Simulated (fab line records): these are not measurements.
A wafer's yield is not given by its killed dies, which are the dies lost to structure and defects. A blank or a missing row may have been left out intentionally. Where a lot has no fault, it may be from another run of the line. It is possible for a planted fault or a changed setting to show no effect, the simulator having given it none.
Which tool was responsible? + flow sky130 + 12 lots with 36 wafers sampled at 5 steps, on a route of 708 steps

WHAT THE GAUGES SHOWED, per wafer
SKY_SONOS_ONO_THK_MEAS_03.
| lot  | measured     | on            | SONOS_ONO_CVD_02_THK (nm) |
|------|--------------|---------------|---------------------------|
| L826 | day 11 15:36 | film_metro-01 | 10.61 10.42 10.46         |
| L828 | day 12 11:38 | film_metro-04 | 10.54 10.56 10.67         |
| L829 | day 12 12:59 | film_metro-01 | 10.73 10.72 10.62         |
| L830 | day 12 23:34 | film_metro-02 | 10.69 10.61 10.72         |
| L831 | day 13 02:45 | film_metro-01 | 10.19 10.18 10.16         |
| L833 | day 13 22:38 | film_metro-04 | 10.48 10.47 10.55         |
| L834 | day 14 09:15 | film_metro-02 | 10.48 10.50 10.52         |
| L836 | day 15 05:15 | film_metro-01 | 10.37 10.39 10.33         |
| L839 | day 16 02:08 | film_metro-02 | 10.55 10.67 10.53         |
| L841 | day 16 16:54 | film_metro-02 | 10.49 10.50 10.57         |
| L848 | day 18 21:07 | film_metro-02 | 10.48 10.50 10.34         |
| L849 | day 19 13:35 | film_metro-01 | 10.33 10.46 10.36         |

SKY_POLY_GATE_CD_MEAS_13 targets a cd of 150 nm.
| lot  | measured     | on        | cd_nm (nm)        |
|------|--------------|-----------|-------------------|
| L826 | day 16 10:03 | cd_sem-01 | 149.4 149.3 148.3 |
| L828 | day 17 07:38 | cd_sem-02 | 148.8 148.1 147.4 |
| L829 | day 17 09:44 | cd_sem-01 | 150.5 149.2 150.8 |
| L830 | day 17 21:20 | cd_sem-01 | 149.1 148.4 148.7 |
| L831 | day 18 01:59 | cd_sem-01 | 149.8 148.6 148.4 |
| L833 | day 18 23:32 | cd_sem-02 | 150.3 149.3 149.1 |
| L834 | day 19 16:38 | cd_sem-02 | 151.0 151.8 150.3 |
| L836 | day 20 14:04 | cd_sem-01 | 149.5 150.4 149.6 |
| L839 | day 21 13:52 | cd_sem-02 | 162.6 162.0 162.4 |
| L841 | day 22 03:05 | cd_sem-02 | 150.6 148.3 148.9 |
| L848 | day 24 09:09 | cd_sem-02 | 150.9 150.9 151.8 |
| L849 | day 25 01:38 | cd_sem-02 | 150.5 151.5 150.2 |

SKY_LDD_P_TW_MEAS_11.
| lot  | measured     | on            | LDD_P_TW    |
|------|--------------|---------------|-------------|
| L826 | day 19 00:19 | film_metro-04 | 646 643 646 |
| L828 | day 20 02:21 | film_metro-03 | 633 635 635 |
| L829 | day 20 02:15 | film_metro-02 | 637 637 637 |
| L830 | day 20 15:06 | film_metro-03 | 634 633 633 |
| L831 | day 20 19:57 | film_metro-02 | 639 643 639 |
| L833 | day 21 17:42 | film_metro-03 | 641 638 643 |
| L834 | day 22 08:45 | film_metro-04 | 642 641 639 |
| L836 | day 23 10:00 | film_metro-02 | 636 633 636 |
| L839 | day 24 06:28 | film_metro-03 | 640 639 638 |
| L841 | day 24 19:11 | film_metro-02 | 640 638 637 |
| L848 | day 27 00:12 | film_metro-02 | 638 638 639 |
| L849 | day 27 15:38 | film_metro-02 | 642 638 642 |

EACH LOT AND THE TOOL THAT RAN IT (in order: tool; ch and the chambers of the sampled wafers; start)
| lot  | SKY_NWELL_RTA_28                 | SKY_POLY_GATE_EXPOSE_10           |
|------|----------------------------------|-----------------------------------|
| L826 | rtp_anneal-01 ch 0, day 5 08:30  | krf_scanner-01 ch 0, day 15 20:25 |
| L828 | rtp_anneal-02 ch 0, day 5 23:53  | krf_scanner-02 ch 0, day 16 17:47 |
| L829 | rtp_anneal-01 ch 0, day 6 00:05  | krf_scanner-01 ch 0, day 16 19:13 |
| L830 | rtp_anneal-01 ch 0, day 6 09:38  | krf_scanner-01 ch 0, day 17 06:26 |
| L831 | rtp_anneal-02 ch 0, day 6 13:08  | krf_scanner-02 ch 0, day 17 11:55 |
| L833 | rtp_anneal-01 ch 0, day 7 02:20  | krf_scanner-02 ch 0, day 18 09:01 |
| L834 | rtp_anneal-01 ch 0, day 7 09:17  | krf_scanner-02 ch 0, day 19 00:56 |
| L836 | rtp_anneal-02 ch 0, day 8 01:49  | krf_scanner-02 ch 0, day 19 23:11 |
| L839 | rtp_anneal-01 ch 0, day 8 18:40  | krf_scanner-02 ch 0, day 20 23:02 |
| L841 | rtp_anneal-01 ch 0, day 9 05:14  | krf_scanner-02 ch 0, day 21 12:22 |
| L848 | rtp_anneal-02 ch 0, day 10 19:52 | krf_scanner-02 ch 0, day 23 19:09 |
| L849 | rtp_anneal-02 ch 0, day 11 10:44 | krf_scanner-02 ch 0, day 24 10:50 |
- SKY_NWELL_RTA_28: time 30 s.
- SKY_POLY_GATE_EXPOSE_10: exposes mask P1M, target cd 150 nm.

WHAT THE TOOLS THEMSELVES READ (means of the sampled wafers that have a number; where no wafer has one, the mark that the record gives instead)
SKY_NWELL_RTA_28.
| lot  | tool          | lamp_power_pct (%) | wafer_temp_C_max |
|------|---------------|--------------------|------------------|
| L826 | rtp_anneal-01 | 25.31              | 1055.2           |
| L828 | rtp_anneal-02 | 25.28              | 1056.0           |
| L829 | rtp_anneal-01 | 25.30              | 1055.5           |
| L830 | rtp_anneal-01 | 25.30              | 1054.1           |
| L831 | rtp_anneal-02 | 25.32              | 1054.8           |
| L833 | rtp_anneal-01 | 25.28              | 1055.5           |
| L834 | rtp_anneal-01 | 25.28              | 1055.2           |
| L836 | rtp_anneal-02 | 25.31              | 1053.8           |
| L839 | rtp_anneal-01 | 25.34              | 1055.7           |
| L841 | rtp_anneal-01 | 25.33              | 1055.8           |
| L848 | rtp_anneal-02 | 25.29              | 1055.4           |
| L849 | rtp_anneal-02 | 25.36              | 1053.5           |

SKY_POLY_GATE_EXPOSE_10.
| lot  | tool           | stage_vel_mm_s (mm/s) |
|------|----------------|-----------------------|
| L826 | krf_scanner-01 | 499.88                |
| L828 | krf_scanner-02 | 500.13                |
| L829 | krf_scanner-01 | 499.76                |
| L830 | krf_scanner-01 | 499.99                |
| L831 | krf_scanner-02 | 499.81                |
| L833 | krf_scanner-02 | 500.19                |
| L834 | krf_scanner-02 | 500.10                |
| L836 | krf_scanner-02 | 500.52                |
| L839 | krf_scanner-02 | 499.82                |
| L841 | krf_scanner-02 | 499.89                |
| L848 | krf_scanner-02 | 499.84                |
| L849 | krf_scanner-02 | 499.80                |

THE ANSWER, worked out from the rows above alone
Rule: what is usual is taken from the lots themselves. The widest of any qualifying gaps counts: lots, ordered by their means at a reading, are off when they make up no more than a third of the lots, leave a main group of 4 or more, and stand apart from it by 3 or more times the standard deviation of that group's means. Not used: any main group whose means are identical at the precision the tables above print for the reading. Also off: a lot with no number at a reading for which 4 or more lots have one. The other lots that the step has rows for count as sound. After the gauges, taken in route order, come the tools' own readings; for these a lot's mean is taken, as printed above. The first step at which some lot is off is used, and at that step the reading that is off furthest; a lot without a number counts as furthest.
Off at SKY_POLY_GATE_CD_MEAS_13 (cd_nm): L839. The main group has a mean of 149.7 nm with a standard deviation of 0.96.
If a tool, at a process step before that reading, ran all the lots that are off and no sound lot after the first of them, it fits. Gauges at SKY_POLY_GATE_CD_MEAS_13: tried the same way as those tools. No candidate that was tried fits.

WHAT THE SIMULATOR PUT IN
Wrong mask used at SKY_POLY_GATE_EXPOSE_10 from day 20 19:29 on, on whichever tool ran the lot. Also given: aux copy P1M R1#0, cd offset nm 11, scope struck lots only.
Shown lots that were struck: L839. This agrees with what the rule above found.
